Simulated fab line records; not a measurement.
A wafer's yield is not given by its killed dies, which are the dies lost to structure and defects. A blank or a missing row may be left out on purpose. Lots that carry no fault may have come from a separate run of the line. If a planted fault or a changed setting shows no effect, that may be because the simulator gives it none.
A single fault, viewed from 2 desks ; flow sky130 ; numbers are kept per desk, each desk with only its own; the story behind them comes last

## THE TOOL OWNER'S DESK: pvdSputter-02
The tool's own readings at SKY_METAL5_SPUTTER_02 (material AlCu, target thk 1150 nm, time 61.2 s): means of the sampled wafers that have a number, for each lot that ran on this tool. If a lot's mean is further than 4 standard deviations from the usual mean, the lot is out of limits and carries the mark OUT (the distance appears in the brackets).
Columns: A = throttleValvePct at SKY_METAL5_SPUTTER_02, usual 30.2 %
lot;first seen here;A
L145;day 45 06:37;30.0
L150;day 46 12:52;29.5
L159;day 48 10:49;29.4
L160;day 48 14:47;29.9
This desk's verdict: no lot among the 4 shows anything out of limits.

## FROM THE METROLOGY DESK
What the gauges read, lot by lot, whatever tool the lot ran on: means of the sampled wafers that have a number. If a lot's mean is further than 4 standard deviations from the usual mean, the lot is out of limits and carries the mark OUT (the distance appears in the brackets).
Columns: A = cdNm at SKY_POLY_CUT_CD_MEAS_08, usual 270.4 nm; B = METAL5_ALCU_RS at SKY_METAL5_RS_MEAS_05, usual 0.027 ohm/sq; C = METAL5_ALCU_THK at SKY_METAL5_THK_MEAS_06, usual 1151 nm
lot;first seen here;A;B;C
L138;day 24 05:52;271.0;0.027;1133
L140;day 24 19:21;267.7;0.027;1148
L145;day 27 05:25;269.2;0.027;1144
L144;day 27 08:48;271.1;0.027;1156
L147;day 27 22:29;270.6;0.027;1161
L148;day 28 00:21;272.1;0.027;1146
L150;day 28 16:46;270.4;0.027;1139
L159;day 31 09:13;269.3;0.019 (-33) OUT;1769 (+56) OUT
L160;day 31 19:28;270.9;0.023 (-16) OUT;1458 (+28) OUT
Per this desk, out of limits: L159, L160; the first was L159, day 48 10:59 (METAL5_ALCU_RS at SKY_METAL5_RS_MEAS_05). In limits: L138, L140, L145, L144, L147, L148, L150.

## ALL TOGETHER
At day 48 10:59 the metrology desk could have sounded an alarm, on L159, L160.
The desk of the tool owner found nothing out of limits.
On record at the tool owner's desk: L159, L160, within its limits.
On pvdSputter-02, each named lot ran SKY_METAL5_SPUTTER_02.

## WHAT THE SIMULATOR PUT IN
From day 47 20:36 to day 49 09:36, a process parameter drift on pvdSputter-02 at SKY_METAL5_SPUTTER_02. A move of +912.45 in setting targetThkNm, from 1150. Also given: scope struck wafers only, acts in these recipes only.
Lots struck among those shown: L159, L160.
Delay in hours, fault start to first out-of-limits reading, per desk: metrology desk 14.
